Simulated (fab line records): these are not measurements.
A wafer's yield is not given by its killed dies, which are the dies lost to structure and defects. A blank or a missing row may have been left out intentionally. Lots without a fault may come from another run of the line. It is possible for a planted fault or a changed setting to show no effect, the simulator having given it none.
2 desks looking at one fault || flow sky130 || each desk holds nothing but its own numbers, with what lay behind them at the end

## FROM THE METROLOGY DESK
What the gauges read, lot by lot, whatever tool the lot ran on: means of the sampled wafers that have a number. If a lot's mean is further than 4 standard deviations from the usual mean, the lot is out of limits and carries the mark OUT (the distance appears in the brackets).
Columns: A = SONOS_ONO_OXIDATION_THK at SKY_SONOS_ONO_THK_MEAS_01, usual 2.64 nm
{"lot": "L333", "first seen here": "day 12 21:44", "A": 2.70}
{"lot": "L337", "first seen here": "day 13 11:52", "A": 2.72}
{"lot": "L336", "first seen here": "day 13 11:52", "A": 2.67}
{"lot": "L339", "first seen here": "day 13 11:56", "A": 2.63}
{"lot": "L340", "first seen here": "day 13 15:19", "A": 2.62}
{"lot": "L341", "first seen here": "day 13 15:20", "A": 2.68}
{"lot": "L346", "first seen here": "day 19 19:28", "A": 2.58}
{"lot": "L351", "first seen here": "day 20 11:52", "A": 2.58}
{"lot": "L350", "first seen here": "day 20 12:16", "A": 2.61}
{"lot": "L352", "first seen here": "day 20 13:37", "A": 2.65}
{"lot": "L348", "first seen here": "day 20 15:53", "A": 2.59}
{"lot": "L353", "first seen here": "day 20 16:29", "A": 2.63}
{"lot": "L355", "first seen here": "day 20 17:14", "A": 2.57}
{"lot": "L354", "first seen here": "day 20 19:57", "A": 2.67}
This desk found nothing out of limits on any of the 14 lots.

## AT THE TOOL OWNER'S DESK: implanter-03
The tool's own readings at SKY_LDD_N_IMPLANT_13, given as means over the sampled wafers that have a number, one for each lot that went through this tool. If a lot's mean is further than 4 standard deviations from the usual mean, the lot is out of limits and carries the mark OUT (the distance appears in the brackets).
Columns: A = beamEnergyKeV at SKY_LDD_N_IMPLANT_13, usual 50.002; B = beamOnS at SKY_LDD_N_IMPLANT_13, usual 9.98 s
{"lot": "L341", "first seen here": "day 20 13:11", "A": 50.010, "B": 9.91}
This desk's finding: nothing out of limits on the one lot.

## BROUGHT TOGETHER
Metrology desk: nothing out of limits seen.
The desk of the tool owner found nothing out of limits.

## WHAT THE SIMULATOR PUT IN
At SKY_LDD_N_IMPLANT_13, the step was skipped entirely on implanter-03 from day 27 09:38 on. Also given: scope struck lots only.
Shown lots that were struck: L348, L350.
